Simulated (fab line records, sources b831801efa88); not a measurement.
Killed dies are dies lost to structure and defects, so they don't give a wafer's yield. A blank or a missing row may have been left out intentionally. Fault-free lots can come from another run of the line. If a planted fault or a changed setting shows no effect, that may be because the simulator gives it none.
A struck lot beside a sound one :: flow gf180mcu :: 18 out of 602 route steps
Sound: these wafers, L664.2, L664.3, L664.5. Struck: wafers L672.1, L672.3, L672.5. At the end, the cause is stated.
Each step with rows lists, per side, the tool, then ch with its chambers, then its first start. Under that, the readings that differ: sound wafers :: struck wafers :: difference of the means :: sigmas: that difference in standard deviations of wafers without a fault.
alike: a reading whose means differ by less than 2 such deviations, as well as words and numbers matching on both sides. not compared: withheld readings; readings where some wafer has no value; bounds like >300 that might hide an equal value; numbers whose values overlap and for which the record gives no deviation.
The two part at a step that has a row with sigmas, a row that says differs or no value, or rows on one side only. Non-overlapping numbers with no deviation appear without sigmas and do not part them. A reading missing from all wafers of one side parts the sides only when that side holds two or more wafers.

first, 3 steps without rows for these wafers: GF_HV_LDD_EXPOSE_04 (exposes mask Nplus LV AREA, target cd 400 nm); GF_HV_LDD_PEB_05; GF_HV_LDD_DEVELOP_06 (develop time 60 s).
GF_HV_LDD_CD_MEAS_07: the cd target is 400 nm.
  sound on cd-sem-01 at day 10 06:21; struck on cd-sem-01 at day 12 21:08
  alike: cd-nm
GF_HV_LDD_OVL_MEAS_08:
  sound on overlay-02 at day 10 06:27; struck on overlay-02 at day 12 21:15
  alike: HV_LDD_OVL
next, for these wafers, 1 step has no rows: GF_HV_LDD_IMPLANT_09.
GF_HV_LDD_STRIP_10: strips in O2/N2.
  sound on plasma-asher-04 ch 0, day 10 06:38; struck on plasma-asher-04 ch 0,1, day 12 21:26
  alike: drypump-motor-current-A, heater-power-w, oes-product-au, strip-time-to-endpoint-s
  not compared: rf-hours-counter-h
GF_HV_LDD_TW_MEAS_11:
  sound on film-metro-01 at day 10 06:44; struck on film-metro-01 at day 12 21:32
  alike: HV_LDD_TW
then, 4 steps without rows for these wafers: GF_HV_LDD_DEHYDRATE_12 (time 60 s); GF_HV_LDD_HMDS_13 (prime time 60 s); GF_HV_LDD_COAT_14 (resist thk 1000 nm); GF_HV_LDD_SOFTBAKE_15 (time 60 s).
GF_HV_LDD_EXPOSE_16: exposes mask Pplus LV AREA, target cd 400 nm.
  sound on iline-stepper-01 ch 0, day 10 16:05; struck on iline-stepper-01 ch 0, day 13 07:30
reading: exposure-dose-mJ-cm2
sound: 140.38 140.07 140.07
struck: 148.90 148.86 148.89
difference: +8.71
sigmas: +58
  alike: mask
then, 2 steps without rows for these wafers: GF_HV_LDD_PEB_17; GF_HV_LDD_DEVELOP_18 (develop time 60 s).
GF_HV_LDD_CD_MEAS_19: the cd target is 400 nm.
  sound on cd-sem-02 at day 11 00:43; struck on cd-sem-01 at day 13 17:08
reading: cd-nm (nm)
sound: 398.6 398.3 400.5
struck: 414.2 415.1 414.1
difference: +15.3
sigmas: +6
GF_HV_LDD_OVL_MEAS_20:
  sound on overlay-01 at day 11 00:49; struck on overlay-02 at day 13 17:15
  alike: HV_LDD_01_OVL
GF_PASSIVATION_PROBE_99:
  sound wafers here have rows in the record (prober-02, day 29 04:58); struck ones have none

WHERE THEY PART
Last at GF_PASSIVATION_PROBE_99 as far as this record goes, first at GF_HV_LDD_EXPOSE_16.

WHY: what the simulator had put in
Process parameter drift: iline-stepper-01, from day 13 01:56 on, at GF_HV_LDD_EXPOSE_16. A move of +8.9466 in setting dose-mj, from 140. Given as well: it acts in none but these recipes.
